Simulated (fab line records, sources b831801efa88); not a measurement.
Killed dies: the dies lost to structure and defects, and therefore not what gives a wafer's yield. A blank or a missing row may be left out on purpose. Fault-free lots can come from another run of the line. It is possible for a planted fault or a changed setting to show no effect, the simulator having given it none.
One fault through the eyes of 2 desks    flow gf180mcu    what lay behind the numbers comes last; until then each desk has only its own

TOOL OWNER'S DESK, hdpcvd-01
The tool's own readings at GF_V5_CVD_00 (deposits SiO2, target thk 300 nm, time 50 s): means of the sampled wafers that have a number, for each lot that ran on this tool. A lot is out of limits, marked OUT, if its mean lies more than 4 standard deviations from the usual mean; the brackets give that distance.
Columns: A = sih4 flow sccm at GF_V5_CVD_00, usual 60.03 sccm
lot   first seen here  A
L253  day 26 03:25     60.02
L257  day 27 22:41     60.00
L259  day 28 15:11     60.08
L260  day 29 06:17     64.09 (+21) OUT
L261  day 29 11:01     63.98 (+21) OUT
L262  day 29 15:03     68.15 (+43) OUT
L273  day 32 17:50     60.13
L274  day 32 18:48     60.11
L272  day 32 20:08     59.81
This desk finds L260, L261, L262 out of limits, L260 being first, at day 29 06:17 (sih4 flow sccm at GF_V5_CVD_00). Within limits: L253, L257, L259, L273, L274, L272.

AT THE METROLOGY DESK
What the gauges read, lot by lot, whatever tool the lot ran on: means of the sampled wafers that have a number. A lot is out of limits, marked OUT, if its mean lies more than 4 standard deviations from the usual mean; the brackets give that distance.
Columns: A = V5_CVD_00_THK at GF_V5_THK_MEAS_01, usual 301 nm; B = V5_BOW at GF_V5_BOW_MEAS_05, usual 132 um
lot   first seen here  A               B
L253  day 26 03:27     302             132
L257  day 27 22:45     299             133
L259  day 28 15:13     300             126
L260  day 29 06:20     321 (+6.2) OUT  124
L261  day 29 11:05     324 (+7.1) OUT  141
L262  day 29 15:08     337 (+11) OUT   129
L263  day 29 17:50     300             123
L270  day 32 00:08     301             141
L273  day 32 17:53     300             137
L274  day 32 18:51     301             138
L272  day 32 20:11     303             129
L275  day 32 20:53     302             126
This desk finds L260, L261, L262 out of limits, with the earliest case on L260 at day 29 06:20 (V5_CVD_00_THK at GF_V5_THK_MEAS_01). Within limits: L253, L257, L259, L263, L270, L273, L274, L272, L275.

ALL TOGETHER
The tool owner's desk had the chance to raise an alarm at day 29 06:17 on L260, L261, L262.
The metrology desk could have raised an alarm at day 29 06:20, on L260, L261, L262.
Of the lots named, all ran GF_V5_CVD_00 on hdpcvd-01.

WHAT THE SIMULATOR HAD INSERTED
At GF_V5_CVD_00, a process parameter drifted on hdpcvd-01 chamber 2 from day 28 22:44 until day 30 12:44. The setting sih4 flow sccm was moved by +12, starting from 60. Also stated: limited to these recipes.
Lots struck among those shown: L260, L261, L262.
Hours from the fault's start to each desk's first reading out of limits: the tool owner's desk, 8; the metrology desk, 8.
